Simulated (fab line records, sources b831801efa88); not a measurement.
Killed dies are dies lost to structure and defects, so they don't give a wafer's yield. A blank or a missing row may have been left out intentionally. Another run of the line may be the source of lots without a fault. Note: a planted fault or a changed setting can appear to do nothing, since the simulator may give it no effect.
Which tool did it? ; flow sfq line ; 15 lots with 45 wafers sampled at 4 steps, on a route of 325 steps

## WHAT EACH GAUGE READ, for each wafer
The record holds no reading of a measuring or inspecting step that can be judged against a usual standard deviation.

## TOOL THAT RAN EACH LOT (tool first, then ch and the chambers of the sampled wafers, then the start)
lot;SFQ_TRILAYER_I0_VIA_BARC_OPEN_VIA_ETCH_046;SFQ_TRILAYER_M1_LITHO_PEB_042;SFQ_TRILAYER_M1_ETCH_METAL_ETCH_042;SFQ_TRILAYER_I1_VIA_LITHO_PEB_052
L856;rie diel-01 ch 0,1,2, day 9 21:10;litho track-02 ch 0, day 12 17:32;rie metal-02 ch 0,1, day 12 17:55;litho track-02 ch 0, day 16 00:20
L857;rie diel-04 ch 1,2,3, day 10 04:22;litho track-02 ch 0, day 13 01:55;rie metal-02 ch 0,1, day 13 02:20;litho track-01 ch 0, day 16 09:56
L858;rie diel-04 ch 0,1,2, day 10 09:14;litho track-02 ch 0, day 13 07:55;rie metal-04 ch 0,1, day 13 08:19;litho track-04 ch 0, day 16 19:31
L859;rie diel-01 ch 1,2,3, day 10 18:46;litho track-03 ch 0, day 13 18:50;rie metal-04 ch 0,1, day 13 19:14;litho track-04 ch 0, day 17 03:56
L860;rie diel-03 ch 0,1,3, day 10 23:34;litho track-01 ch 0, day 14 00:47;rie metal-03 ch 0,1, day 14 01:09;litho track-02 ch 0, day 17 16:26
L861;rie diel-03 ch 0,2, day 11 04:22;litho track-03 ch 0, day 14 09:05;rie metal-04 ch 0,1, day 14 09:28;litho track-04 ch 0, day 17 18:47
L864;rie diel-03 ch 1,3, day 11 23:07;litho track-03 ch 0, day 15 03:05;rie metal-04 ch 0,1, day 15 03:28;litho track-04 ch 0, day 18 18:40
L865;rie diel-03 ch 0,1,3, day 12 09:55;litho track-01 ch 0, day 15 19:29;rie metal-03 ch 0,1, day 15 19:53;litho track-01 ch 0, day 21 15:59
L866;rie diel-03 ch 0,1, day 12 14:43;litho track-02 ch 0, day 16 02:40;rie metal-03 ch 1, day 16 03:08;litho track-02 ch 0, day 21 21:58
L867;rie diel-03 ch 0,3, day 12 21:55;litho track-03 ch 0, day 16 07:31;rie metal-04 ch 0,1, day 16 07:53;litho track-01 ch 0, day 22 06:13
L869;rie diel-03 ch 0,2, day 13 16:09;litho track-01 ch 0, day 17 05:24;rie metal-04 ch 0,1, day 17 05:47;litho track-04, day 22 22:56
L870;rie diel-03 ch 1,2,3, day 14 04:09;litho track-03 ch 0, day 17 18:44;rie metal-03 ch 0,1, day 17 19:08;litho track-01, day 23 09:44
L871;rie diel-01 ch 0,1, day 14 12:52;litho track-03 ch 0, day 18 03:11;rie metal-02 ch 0,1, day 18 03:35;litho track-04, day 23 19:23
L872;rie diel-03 ch 0,1,2, day 14 16:27;litho track-02 ch 0, day 18 08:41;rie metal-04 ch 0,1, day 18 09:05;litho track-02 ch 0, day 23 22:56
L879;rie diel-04 ch 0,2, day 16 12:39;litho track-03 ch 0, day 20 07:17;rie metal-03 ch 1, day 20 07:45;litho track-04 ch 0, day 25 22:11
- SFQ_TRILAYER_I0_VIA_BARC_OPEN_VIA_ETCH_046: etches BARC in O2, target depth 125 nm, time 41.7 s.
- SFQ_TRILAYER_M1_LITHO_PEB_042: peb time 61.81 s.
- SFQ_TRILAYER_M1_ETCH_METAL_ETCH_042: etches Nb in Cl2/Ar, stops on SiO2, target depth 240 nm, time 120 s.
- SFQ_TRILAYER_I1_VIA_LITHO_PEB_052: peb time 60 s.

## AS READ BY THE TOOLS THEMSELVES (means over the sampled wafers that have a number; for cases with no such wafer, the mark the record gives instead)
SFQ_TRILAYER_I0_VIA_BARC_OPEN_VIA_ETCH_046.
lot;tool;drypump motor current A (A);oes product au (a.u.)
L856;rie diel-01;5.64;0.678
L857;rie diel-04;5.64;0.680
L858;rie diel-04;5.61;0.677
L859;rie diel-01;5.58;0.681
L860;rie diel-03;5.62;0.681
L861;rie diel-03;5.66;0.684
L864;rie diel-03;5.70;0.683
L865;rie diel-03;5.63;0.683
L866;rie diel-03;5.49;0.676
L867;rie diel-03;5.56;0.680
L869;rie diel-03;5.65;0.674
L870;rie diel-03;5.71;0.684
L871;rie diel-01;5.39;0.680
L872;rie diel-03;5.62;0.684
L879;rie diel-04;5.72;0.679

SFQ_TRILAYER_M1_LITHO_PEB_042.
lot;tool;chill plate temp C (C);exhaust pa (Pa);plate sensor t centre C (C);plate sensor t edge C (C)
L856;litho track-02;23.00;45.0;115.95;116.08
L857;litho track-02;22.97;43.4;115.95;116.09
L858;litho track-02;22.87;45.1;115.94;116.08
L859;litho track-03;23.17;45.9;115.96;116.07
L860;litho track-01;22.91;44.1;115.95;116.09
L861;litho track-03;22.99;44.0;115.94;116.09
L864;litho track-03;22.99;45.2;115.95;116.08
L865;litho track-01;22.87;44.5;115.94;116.08
L866;litho track-02;23.01;45.7;115.95;116.09
L867;litho track-03;23.09;44.6;115.95;116.09
L869;litho track-01;23.00;43.8;115.97;116.09
L870;litho track-03;22.91;45.6;115.95;116.08
L871;litho track-03;23.02;45.2;115.95;116.08
L872;litho track-02;22.98;45.1;115.95;116.09
L879;litho track-03;23.02;46.2;115.95;116.09

SFQ_TRILAYER_M1_ETCH_METAL_ETCH_042.
lot;tool;drypump motor current A (A);oes product au (a.u.)
L856;rie metal-02;4.9;0.897
L857;rie metal-02;5.2;0.895
L858;rie metal-04;5.9;0.892
L859;rie metal-04;6.0;0.904
L860;rie metal-03;5.4;0.894
L861;rie metal-04;6.0;0.894
L864;rie metal-04;5.8;0.892
L865;rie metal-03;5.4;0.899
L866;rie metal-03;5.3;0.890
L867;rie metal-04;5.8;0.895
L869;rie metal-04;5.8;0.901
L870;rie metal-03;5.4;0.895
L871;rie metal-02;5.2;0.900
L872;rie metal-04;5.8;0.896
L879;rie metal-03;5.4;0.881

SFQ_TRILAYER_I1_VIA_LITHO_PEB_052.
lot;tool;chill plate temp C (C);exhaust pa (Pa)
L856;litho track-02;22.97;44.1
L857;litho track-01;22.97;43.7
L858;litho track-04;22.97;45.0
L859;litho track-04;22.99;44.5
L860;litho track-02;23.10;44.7
L861;litho track-04;22.94;44.9
L864;litho track-04;23.05;45.1
L865;litho track-01;23.11;45.0
L866;litho track-02;23.03;45.6
L867;litho track-01;23.14;45.4
L869;litho track-04;-;-
L870;litho track-01;-;-
L871;litho track-04;-;-
L872;litho track-02;23.11;44.7
L879;litho track-04;22.96;45.9

## THE ANSWER, worked out from the rows above alone
Rule: what is usual is taken from the lots themselves. Put in order of their means at a reading, lots are off if they are a third of the lots or fewer, leave a main group of 4 or more, and stand apart from it by a gap of 3 or more times the standard deviation of the main group's means; of several such gaps the widest counts. Not used: any main group whose means are identical at the precision the tables above print for the reading. A lot without any number at a reading at which 4 lots or more have one is off too. All remaining lots with rows at the step are treated as sound. Order of review: gauges by route order, followed by the tools' own readings, for which a lot's mean as printed above is used. The first step at which some lot is off is used, and at that step the reading that is off furthest; a lot without a number counts as furthest.
Off at SFQ_TRILAYER_I1_VIA_LITHO_PEB_052 (chill plate temp C): L869, L870, L871. Without a number there: L869, L870, L871. Mean 23.03 C and standard deviation 0.068 in the main group.
A tool fits if, at that step or a process step before it, it ran every lot that is off, and no sound lot after the first of them. No candidate that was tried fits.

## WHAT WAS PUT IN BY THE SIMULATOR
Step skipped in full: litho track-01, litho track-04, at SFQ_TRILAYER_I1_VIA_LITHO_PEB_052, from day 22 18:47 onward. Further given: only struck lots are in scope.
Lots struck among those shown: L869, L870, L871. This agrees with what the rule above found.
